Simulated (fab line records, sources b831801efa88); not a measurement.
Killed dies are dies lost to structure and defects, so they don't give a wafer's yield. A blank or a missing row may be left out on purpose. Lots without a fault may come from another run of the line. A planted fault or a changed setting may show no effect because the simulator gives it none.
Chamber matching | flow sky130 | SKY_VIA3_ETCH_15 on rie_diel-04: 4 sister chambers
The step etches SiO2 in C4F8/O2/Ar, stops on TiN, target depth 507 nm, time 78 s. 14 wafers are shown with their chamber, then 7 later ones without.

WAFERS WITH THEIR CHAMBER
wafer  | chamber | oes_product_au (a.u.) | rf_fwd_power_W (W) | bias_w (W)
L219.1 | 0       | 0.949                 | 1495               | 1199
L219.2 | 2       | 0.945                 | 1492               | 1203
L219.6 | 2       | 0.962                 | 1488               | 1197
L220.1 | 3       | 0.946                 | 1488               | 1195
L220.2 | 0       | 0.940                 | 1494               | 1200
L220.6 | 2       | 0.947                 | 1488               | 1204
L222.1 | 0       | 0.952                 | 1490               | 1206
L222.2 | 2       | 0.952                 | 1485               | 1210
L222.6 | 2       | 0.942                 | 1480               | 1208
L224.1 | 0       | 0.952                 | 1491               | 1199
L224.3 | 2       | 0.939                 | 1489               | 1201
L224.6 | 0       | 0.947                 | 1491               | 1200
L226.2 | 3       | 0.950                 | 1498               | 1209
L226.3 | 1       | 0.938                 | 1492               | 1202

SIGNATURES (means of the wafers above)
reading        | chamber 0 | chamber 1 | chamber 2 | chamber 3 | scatter within a chamber
oes_product_au | 0.94800   | 0.93800   | 0.94783   | 0.94800   | 0.00667
rf_fwd_power_W | 1492.20   | 1492.00   | 1487.00   | 1493.00   | 3.91
bias_w         | 1200.80   | 1202.00   | 1203.83   | 1202.00   | 4.94
Rule: a wafer's distance from a chamber is the root of the sum, over the readings, of the square of ((its reading less the chamber's mean) divided by the reading's scatter). The wafer belongs to the nearest chamber; if the next one is less than 2 further off, it can't be placed. The scatter: the root of (the sum of the squares of (reading less its chamber's mean) over the shown wafers, divided by (wafers less chambers)).

WAFERS WITHOUT THEIR CHAMBER
wafer  | oes_product_au (a.u.) | rf_fwd_power_W (W) | bias_w (W)
L226.4 | 0.941                 | 1494               | 1199
L231.1 | 0.944                 | 1489               | 1200
L231.4 | 0.943                 | 1492               | 1199
L231.6 | 0.958                 | 1488               | 1196
L240.2 | 0.946                 | 1489               | 1202
L240.3 | 0.948                 | 1497               | 1198
L240.6 | 0.946                 | 1497               | 1194

WHICH CHAMBER EACH WENT THROUGH
wafer  | from the rows above               | in truth
L226.4 | can't be placed: 1 or 0 or 3 or 2 | 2
L231.1 | can't be placed: 0 or 2 or 1 or 3 | 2
L231.4 | can't be placed: 0 or 1 or 3 or 2 | 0
L231.6 | can't be placed: 0 or 2 or 3 or 1 | 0
L240.2 | can't be placed: 2 or 0 or 3 or 1 | 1
L240.3 | can't be placed: 3 or 0 or 1 or 2 | 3
L240.6 | can't be placed: 0 or 3 or 1 or 2 | 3
Placed correctly: 0 of 7. Can't be placed from these rows: 7 (the true chamber is among the candidates in 7). Placed wrongly: 0.
